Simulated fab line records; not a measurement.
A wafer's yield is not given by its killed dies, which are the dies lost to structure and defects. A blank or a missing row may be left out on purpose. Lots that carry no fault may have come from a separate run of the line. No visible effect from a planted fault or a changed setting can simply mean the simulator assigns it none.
Which of the tools did it? / flow gf180mcu / Sampling: 13 lots, 39 wafers, 5 of 602 route steps

## WHAT THE GAUGES READ, wafer by wafer
GF_LVPWELL_OVL_MEAS_07.
lot=L182; measured=day 4 08:01; on=overlay-01; LVPWELL_OVL (nm)=-0.3 -2.5 -0.7
lot=L183; measured=day 4 14:44; on=overlay-01; LVPWELL_OVL (nm)=-0.4 -2.3 1.0
lot=L184; measured=day 4 18:30; on=overlay-02; LVPWELL_OVL (nm)=0.7 -0.4 1.4
lot=L185; measured=day 4 20:25; on=overlay-01; LVPWELL_OVL (nm)=-0.2 1.4 -2.0
lot=L192; measured=day 6 10:03; on=overlay-02; LVPWELL_OVL (nm)=-1.4 1.8 1.7
lot=L193; measured=day 6 16:26; on=overlay-02; LVPWELL_OVL (nm)=1.2 4.2 4.4
lot=L197; measured=day 7 13:22; on=overlay-01; LVPWELL_OVL (nm)=-1.0 1.1 -1.0
lot=L198; measured=day 7 20:30; on=overlay-02; LVPWELL_OVL (nm)=2.1 -2.0 0.8
lot=L199; measured=day 8 02:57; on=overlay-01; LVPWELL_OVL (nm)=-0.6 -0.4 1.2
lot=L200; measured=day 8 07:51; on=overlay-01; LVPWELL_OVL (nm)=-1.0 -1.6 -1.6
lot=L202; measured=day 8 19:03; on=overlay-01; LVPWELL_OVL (nm)=0.2 -0.5 0.4
lot=L203; measured=day 9 00:57; on=overlay-02; LVPWELL_OVL (nm)=0.0 0.8 -0.3
lot=L204; measured=day 9 06:55; on=overlay-01; LVPWELL_OVL (nm)=-2.0 -0.6 0.4

GF_DUAL_GATE_OVL_MEAS_11.
lot=L182; measured=day 8 21:18; on=overlay-01; DUAL_GATE_OVL (nm)=1.3 2.7 1.2
lot=L183; measured=day 9 05:50; on=overlay-01; DUAL_GATE_OVL (nm)=-1.5 -0.7 -0.4
lot=L184; measured=day 9 08:46; on=overlay-02; DUAL_GATE_OVL (nm)=-0.6 2.1 1.6
lot=L185; measured=day 9 13:03; on=overlay-02; DUAL_GATE_OVL (nm)=-1.9 0.1 -0.1
lot=L192; measured=day 11 11:00; on=overlay-02; DUAL_GATE_OVL (nm)=0.2 0.1 0.3
lot=L193; measured=day 11 21:00; on=overlay-02; DUAL_GATE_OVL (nm)=- - -
lot=L197; measured=day 12 20:40; on=overlay-01; DUAL_GATE_OVL (nm)=0.1 -0.9 0.7
lot=L198; measured=day 13 05:03; on=overlay-01; DUAL_GATE_OVL (nm)=-1.1 -4.0 -0.9
lot=L199; measured=day 13 15:18; on=overlay-02; DUAL_GATE_OVL (nm)=0.6 1.1 1.3
lot=L200; measured=day 13 20:06; on=overlay-01; DUAL_GATE_OVL (nm)=-0.1 1.4 0.2
lot=L202; measured=day 14 10:18; on=overlay-01; DUAL_GATE_OVL (nm)=-0.5 0.8 0.3
lot=L203; measured=day 14 15:58; on=overlay-02; DUAL_GATE_OVL (nm)=1.8 0.4 1.6
lot=L204; measured=day 15 01:37; on=overlay-02; DUAL_GATE_OVL (nm)=-3.3 2.5 -0.4

GF_POLY_GATE_THK_MEAS_01.
lot=L182; measured=day 9 00:52; on=film metro-02; POLY_GATE_CVD_00_THK (nm)=200.6 198.4 198.7
lot=L183; measured=day 9 09:42; on=film metro-04; POLY_GATE_CVD_00_THK (nm)=198.8 199.9 199.6
lot=L184; measured=day 9 13:07; on=film metro-04; POLY_GATE_CVD_00_THK (nm)=201.7 202.4 202.4
lot=L185; measured=day 9 17:58; on=film metro-02; POLY_GATE_CVD_00_THK (nm)=200.4 199.1 200.5
lot=L192; measured=day 11 14:25; on=film metro-04; POLY_GATE_CVD_00_THK (nm)=197.9 198.3 197.5
lot=L197; measured=day 12 23:50; on=film metro-02; POLY_GATE_CVD_00_THK (nm)=201.2 200.2 201.8
lot=L198; measured=day 13 08:13; on=film metro-03; POLY_GATE_CVD_00_THK (nm)=199.8 200.5 201.1
lot=L199; measured=day 13 18:33; on=film metro-04; POLY_GATE_CVD_00_THK (nm)=203.2 202.3 202.9
lot=L200; measured=day 13 23:49; on=film metro-02; POLY_GATE_CVD_00_THK (nm)=198.6 198.8 200.3
lot=L202; measured=day 14 13:28; on=film metro-03; POLY_GATE_CVD_00_THK (nm)=199.1 199.3 198.8
lot=L203; measured=day 14 21:52; on=film metro-03; POLY_GATE_CVD_00_THK (nm)=201.7 199.8 200.4
lot=L204; measured=day 15 04:46; on=film metro-02; POLY_GATE_CVD_00_THK (nm)=196.3 197.7 197.2

## TOOL THAT RAN EACH LOT (tool first, then ch and the chambers of the sampled wafers, then the start)
lot=L182; GF_DNWELL_STRIP_08=plasma asher-01 ch 0,1, day 3 05:01; GF_DUAL_GATE_EXPOSE_08=iline stepper-02 ch 0, day 8 13:12
lot=L183; GF_DNWELL_STRIP_08=plasma asher-02 ch 0,1, day 3 12:01; GF_DUAL_GATE_EXPOSE_08=iline stepper-02 ch 0, day 8 21:00
lot=L184; GF_DNWELL_STRIP_08=plasma asher-04 ch 0,1, day 3 15:40; GF_DUAL_GATE_EXPOSE_08=iline stepper-02 ch 0, day 9 00:19
lot=L185; GF_DNWELL_STRIP_08=plasma asher-04 ch 0,1, day 3 17:52; GF_DUAL_GATE_EXPOSE_08=iline stepper-02 ch 0, day 9 04:52
lot=L192; GF_DNWELL_STRIP_08=plasma asher-02 ch 0,1, day 5 05:37; GF_DUAL_GATE_EXPOSE_08=iline stepper-02 ch 0, day 11 02:08
lot=L193; GF_DNWELL_STRIP_08=plasma asher-02 ch 0,1, day 5 10:34; GF_DUAL_GATE_EXPOSE_08=iline stepper-01 ch 0, day 11 11:58
lot=L197; GF_DNWELL_STRIP_08=plasma asher-04 ch 0,1, day 6 06:35; GF_DUAL_GATE_EXPOSE_08=iline stepper-01 ch 0, day 12 11:31
lot=L198; GF_DNWELL_STRIP_08=plasma asher-02 ch 0,1, day 6 12:51; GF_DUAL_GATE_EXPOSE_08=iline stepper-01 ch 0, day 12 19:00
lot=L199; GF_DNWELL_STRIP_08=plasma asher-04 ch 0,1, day 6 18:37; GF_DUAL_GATE_EXPOSE_08=iline stepper-01 ch 0, day 13 05:32
lot=L200; GF_DNWELL_STRIP_08=plasma asher-02 ch 0,1, day 6 23:34; GF_DUAL_GATE_EXPOSE_08=iline stepper-01 ch 0, day 13 10:15
lot=L202; GF_DNWELL_STRIP_08=plasma asher-01 ch 0,1, day 7 09:37; GF_DUAL_GATE_EXPOSE_08=iline stepper-02 ch 0, day 14 00:03
lot=L203; GF_DNWELL_STRIP_08=plasma asher-02 ch 0,1, day 7 16:18; GF_DUAL_GATE_EXPOSE_08=iline stepper-01 ch 0, day 14 05:48
lot=L204; GF_DNWELL_STRIP_08=plasma asher-01 ch 0,1, day 7 20:41; GF_DUAL_GATE_EXPOSE_08=iline stepper-01 ch 0, day 14 15:32
- GF_DNWELL_STRIP_08: strips in O2/N2.
- GF_DUAL_GATE_EXPOSE_08: exposes mask Dualgate, target cd 700 nm.

## AS READ BY THE TOOLS THEMSELVES (means over the sampled wafers that have a number; for cases with no such wafer, the mark the record gives instead)
GF_DNWELL_STRIP_08.
lot=L182; tool=plasma asher-01; drypump motor current A (A)=5.4; heater power w (W)=339; oes product au (a.u.)=0.723; strip time to endpoint s (s)=37.04
lot=L183; tool=plasma asher-02; drypump motor current A (A)=6.1; heater power w (W)=350; oes product au (a.u.)=0.729; strip time to endpoint s (s)=36.92
lot=L184; tool=plasma asher-04; drypump motor current A (A)=6.1; heater power w (W)=329; oes product au (a.u.)=0.719; strip time to endpoint s (s)=37.01
lot=L185; tool=plasma asher-04; drypump motor current A (A)=6.4; heater power w (W)=333; oes product au (a.u.)=0.724; strip time to endpoint s (s)=36.95
lot=L192; tool=plasma asher-02; drypump motor current A (A)=6.0; heater power w (W)=346; oes product au (a.u.)=0.718; strip time to endpoint s (s)=36.98
lot=L193; tool=plasma asher-02; drypump motor current A (A)=6.1; heater power w (W)=347; oes product au (a.u.)=0.722; strip time to endpoint s (s)=36.96
lot=L197; tool=plasma asher-04; drypump motor current A (A)=6.4; heater power w (W)=328; oes product au (a.u.)=0.717; strip time to endpoint s (s)=37.03
lot=L198; tool=plasma asher-02; drypump motor current A (A)=5.7; heater power w (W)=344; oes product au (a.u.)=0.721; strip time to endpoint s (s)=37.15
lot=L199; tool=plasma asher-04; drypump motor current A (A)=6.1; heater power w (W)=328; oes product au (a.u.)=0.719; strip time to endpoint s (s)=37.04
lot=L200; tool=plasma asher-02; drypump motor current A (A)=5.7; heater power w (W)=350; oes product au (a.u.)=0.717; strip time to endpoint s (s)=36.98
lot=L202; tool=plasma asher-01; drypump motor current A (A)=5.4; heater power w (W)=335; oes product au (a.u.)=0.722; strip time to endpoint s (s)=37.00
lot=L203; tool=plasma asher-02; drypump motor current A (A)=6.1; heater power w (W)=346; oes product au (a.u.)=0.726; strip time to endpoint s (s)=37.07
lot=L204; tool=plasma asher-01; drypump motor current A (A)=5.5; heater power w (W)=325; oes product au (a.u.)=0.724; strip time to endpoint s (s)=36.95

GF_DUAL_GATE_EXPOSE_08.
lot=L182; tool=iline stepper-02; exposure dose mJ cm2=139.99
lot=L183; tool=iline stepper-02; exposure dose mJ cm2=140.04
lot=L184; tool=iline stepper-02; exposure dose mJ cm2=140.04
lot=L185; tool=iline stepper-02; exposure dose mJ cm2=140.01
lot=L192; tool=iline stepper-02; exposure dose mJ cm2=140.16
lot=L193; tool=iline stepper-01; exposure dose mJ cm2=140.04
lot=L197; tool=iline stepper-01; exposure dose mJ cm2=140.00
lot=L198; tool=iline stepper-01; exposure dose mJ cm2=139.92
lot=L199; tool=iline stepper-01; exposure dose mJ cm2=140.09
lot=L200; tool=iline stepper-01; exposure dose mJ cm2=140.06
lot=L202; tool=iline stepper-02; exposure dose mJ cm2=140.08
lot=L203; tool=iline stepper-01; exposure dose mJ cm2=139.95
lot=L204; tool=iline stepper-01; exposure dose mJ cm2=139.99

## THE ANSWER, worked out from the rows above alone
Rule: usual is defined by the lots themselves. The widest of any qualifying gaps counts: lots, ordered by their means at a reading, are off when they make up no more than a third of the lots, leave a main group of 4 or more, and stand apart from it by 3 or more times the standard deviation of that group's means. Not used: any main group whose means are identical at the precision the tables above print for the reading. A lot without any number at a reading at which 4 lots or more have one is off too. Where the step has rows for the other lots, those lots are counted as sound. Order of review: gauges by route order, followed by the tools' own readings, for which a lot's mean as printed above is used. At the first step where some lot is off, the reading lying furthest off is the one used; lots without a number count as furthest.
Off: L193, seen at GF_LVPWELL_OVL_MEAS_07 (LVPWELL_OVL). The main group: mean -0.2 nm, standard deviation 0.63.
A tool fits if, at a process step before that reading, it ran every lot that is off, and no sound lot after the first of them. Those tools and the gauges at GF_LVPWELL_OVL_MEAS_07 are tried in the same way. Not one of the candidates tried fits.

## WHAT THE SIMULATOR PUT IN
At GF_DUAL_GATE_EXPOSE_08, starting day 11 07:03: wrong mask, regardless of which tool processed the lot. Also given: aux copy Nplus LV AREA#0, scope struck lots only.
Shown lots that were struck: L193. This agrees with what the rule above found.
